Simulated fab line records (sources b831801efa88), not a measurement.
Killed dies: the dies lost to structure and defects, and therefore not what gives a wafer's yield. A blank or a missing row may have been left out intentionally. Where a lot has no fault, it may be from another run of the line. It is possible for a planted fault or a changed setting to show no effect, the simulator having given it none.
A single fault, viewed from 2 desks || flow sky130 || each desk has only its own numbers; what lay behind them comes last

THE TOOL OWNER'S DESK: rieDiel-03
The tool's own readings at SKY_VIA2_ETCH_15 (etches SiO2 in C4F8/O2/Ar, stops on TiN, target depth 546 nm, time 84 s): means of the sampled wafers that have a number, for each lot that ran on this tool. A lot is out of limits, marked OUT, if its mean lies more than 4 standard deviations from the usual mean; the brackets give that distance.
Columns: A = biasW at SKY_VIA2_ETCH_15, usual 1200 W; B = oesProductAu at SKY_VIA2_ETCH_15, usual 0.940 a.u.
{"lot": "L704", "first seen here": "day 37 09:42", "A": 1195, "B": 0.943}
{"lot": "L711", "first seen here": "day 37 14:59", "A": 1198, "B": 0.938}
{"lot": "L723", "first seen here": "day 43 11:32", "A": 1202, "B": 0.944}
{"lot": "L715", "first seen here": "day 43 12:32", "A": "1145 (-15) OUT", "B": 0.937}
Finding of this desk: L715 out of limits; the first was L715 at day 43 12:32, on biasW at SKY_VIA2_ETCH_15. L704, L711, L723 stayed within limits.

FROM THE METROLOGY DESK
Means of the sampled wafers that have a number, per lot and without regard to the tool the lot ran on: this is what the gauges read. A lot is out of limits, marked OUT, if its mean lies more than 4 standard deviations from the usual mean; the brackets give that distance.
Columns: A = VIA2_BOW at SKY_VIA2_BOW_MEAS_03, usual 88 um; B = cdNm at SKY_VIA2_CD_MEAS_12, usual 200.3 nm; C = VIA2_OVL at SKY_VIA2_OVL_MEAS_13, usual 2 nm
{"lot": "L704", "first seen here": "day 36 07:41", "A": 98, "B": 202.1, "C": 8}
{"lot": "L706", "first seen here": "day 36 09:32", "A": 99, "B": 198.8, "C": 5}
{"lot": "L711", "first seen here": "day 36 12:29", "A": 86, "B": 200.8, "C": 7}
{"lot": "L723", "first seen here": "day 42 12:48", "A": 93, "B": 201.5, "C": 1}
{"lot": "L715", "first seen here": "day 42 13:28", "A": 95, "B": 200.3, "C": 1}
This desk's verdict: no lot among the 5 shows anything out of limits.

TAKEN TOGETHER
The tool owner's desk had the chance to raise an alarm at day 43 12:32 on L715.
Metrology desk: nothing out of limits seen.
The metrology desk has L715 on record, within its limits.
On rieDiel-03, each named lot ran SKY_VIA2_ETCH_15.

WHAT THE SIMULATOR HAD INSERTED
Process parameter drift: rieDiel-03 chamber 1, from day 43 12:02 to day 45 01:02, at SKY_VIA2_ETCH_15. Setting biasW, moved by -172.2, from 1200. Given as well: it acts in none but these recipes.
Shown lots that were struck: L715.
Delay in hours, fault start to first out-of-limits reading, by desk: the tool owner's desk at 0.
